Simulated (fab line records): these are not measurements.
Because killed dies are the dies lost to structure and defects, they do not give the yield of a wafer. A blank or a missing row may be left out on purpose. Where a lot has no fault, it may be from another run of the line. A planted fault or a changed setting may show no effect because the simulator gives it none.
Chamber matching -- flow sky130 -- SKY_VIA1_ETCH_15 on rieDiel-02: 4 sister chambers
The step etches SiO2 in C4F8/O2/Ar, stops on TiN, target depth 351 nm, time 54 s. 16 wafers are shown with their chamber, then 8 later ones without.

## EACH WAFER AND ITS CHAMBER
wafer,chamber,oesProductAu (a.u.)
L082.1,2,0.976
L082.2,1,0.982
L082.3,0,0.966
L082.4,3,0.981
L082.5,3,0.975
L082.6,0,0.979
L084.1,2,0.984
L084.2,1,0.983
L084.3,0,0.973
L084.4,3,0.985
L084.5,2,0.979
L084.6,1,0.975
L085.1,1,0.986
L085.2,0,0.968
L085.3,2,0.983
L085.4,3,0.978

SIGNATURES (means of the wafers above)
reading,chamber 0,chamber 1,chamber 2,chamber 3,scatter within a chamber
oesProductAu,0.97150,0.98150,0.98050,0.97975,0.00467
Rule: a wafer's distance from a chamber is the root of the sum, over the readings, of the square of ((its reading less the chamber's mean) divided by the reading's scatter). The wafer belongs to the nearest chamber; if the next one is less than 2 further off, it can't be placed. The scatter: take each reading less its chamber's mean, square it, sum over the shown wafers, divide by the number of wafers less the number of chambers, and take the root.

## WAFERS WHOSE CHAMBER IS MISSING
wafer,oesProductAu (a.u.)
L085.5,0.979
L085.6,0.982
L091.1,0.989
L091.2,0.979
L091.3,0.967
L091.4,0.978
L091.5,0.974
L091.6,0.980

## THE CHAMBER EACH PASSED THROUGH
wafer,from the rows above,in truth
L085.5,can't be placed: 3 or 2 or 1 or 0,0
L085.6,can't be placed: 1 or 2 or 3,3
L091.1,can't be placed: 1 or 2 or 3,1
L091.2,can't be placed: 3 or 2 or 1 or 0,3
L091.3,can't be placed: 0 or 3 or 2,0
L091.4,can't be placed: 3 or 2 or 1 or 0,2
L091.5,can't be placed: 0 or 3 or 2 or 1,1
L091.6,can't be placed: 3 or 2 or 1 or 0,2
Placed correctly: 0 of 8. From these rows, 8 cannot be placed; in 8 the true chamber is one of the candidates. 0 placed wrongly.
